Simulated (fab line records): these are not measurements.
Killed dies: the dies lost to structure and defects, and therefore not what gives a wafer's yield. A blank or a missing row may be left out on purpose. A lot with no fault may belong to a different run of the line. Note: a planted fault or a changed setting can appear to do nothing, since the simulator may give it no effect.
The tool behind it: which one?	flow sky130	11 lots with 33 wafers sampled at 3 steps, on a route of 708 steps

## WHAT THE GAUGES SHOWED, per wafer
SKY_VIA4_THK_MEAS_01.
lot	measured	on	VIA4_HDPCVD_THK (nm)
L781	day 42 21:27	film-metro-01	1757 1771 1760
L782	day 43 07:32	film-metro-01	1728 1742 1755
L783	day 43 15:47	film-metro-02	1772 1739 1733
L784	day 43 17:11	film-metro-03	1691 1672 1741
L785	day 43 23:47	film-metro-02	1725 1793 1720
L786	day 44 01:41	film-metro-03	1697 1745 1743
L787	day 44 04:59	film-metro-03	1715 1747 1733
L788	day 44 17:23	film-metro-01	1726 1734 1790
L794	day 45 17:10	film-metro-03	2618 2588 2649
L796	day 46 02:44	film-metro-02	2643 2625 2629
L800	day 47 09:44	film-metro-02	1764 1744 1748

## WHICH TOOL RAN EACH LOT (tool, then ch and the chambers of the sampled wafers, then the start)
lot	SKY_VIA3_STRIP_16	SKY_VIA4_HDPCVD_00
L781	plasma-asher-01 ch 0,1, day 40 18:22	hdpcvd-01 ch 0,1, day 42 21:16
L782	plasma-asher-02 ch 0,1, day 41 04:56	hdpcvd-02 ch 1,2, day 43 07:20
L783	plasma-asher-01 ch 1, day 41 13:56	hdpcvd-01 ch 0,2, day 43 15:37
L784	plasma-asher-01 ch 0,1, day 41 15:26	hdpcvd-02 ch 0,1, day 43 17:00
L785	plasma-asher-02 ch 0,1, day 41 22:53	hdpcvd-02 ch 0,1, day 43 23:36
L786	plasma-asher-01 ch 0, day 42 00:14	hdpcvd-02 ch 0,2, day 44 01:30
L787	plasma-asher-03 ch 0,1, day 42 03:50	hdpcvd-01 ch 1,2, day 44 04:47
L788	plasma-asher-01 ch 0,1, day 42 18:11	hdpcvd-01 ch 0,1,2, day 44 17:12
L794	plasma-asher-01 ch 0,1, day 43 17:53	hdpcvd-01 ch 0,1, day 45 16:58
L796	plasma-asher-02 ch 1, day 44 04:11	hdpcvd-01 ch 0,1,2, day 46 02:34
L800	plasma-asher-02 ch 0,1, day 45 12:32	hdpcvd-02 ch 0,1,2, day 47 09:34
- SKY_VIA3_STRIP_16: strips in O2/N2.
- SKY_VIA4_HDPCVD_00: deposits SiO2, target thk 1750 nm, time 291.7 s.

## THE ANSWER, worked out from the rows above alone
Rule: the usual values come from the lots themselves. Put in order of their means at a reading, lots are off if they are a third of the lots or fewer, leave a main group of 4 or more, and stand apart from it by a gap of 3 or more times the standard deviation of the main group's means; of several such gaps the widest counts. A main group whose means are all the same, to the digits that the tables above print for the reading, isn't used. A lot without any number at a reading at which 4 lots or more have one is off too. The other lots that the step has rows for count as sound.
Off: L794, L796, seen at SKY_VIA4_THK_MEAS_01 (VIA4_HDPCVD_THK). Main group: mean 1740 nm, sd 17.
If a tool, at a process step before that reading, ran all the lots that are off and no sound lot after the first of them, it fits. The gauges at SKY_VIA4_THK_MEAS_01 are tried like those tools. One fits: SKY_VIA4_HDPCVD_00 on hdpcvd-01. A fault onset in the window from L788 (day 44 17:12, its last sound lot) to L794 (day 45 16:58, its first lot off) fits.

## WHAT THE SIMULATOR HAD INSERTED
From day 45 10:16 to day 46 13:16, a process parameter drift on hdpcvd-01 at SKY_VIA4_HDPCVD_00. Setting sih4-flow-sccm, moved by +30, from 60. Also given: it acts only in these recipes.
Shown lots that were struck: L794, L796. The rule above found the same.
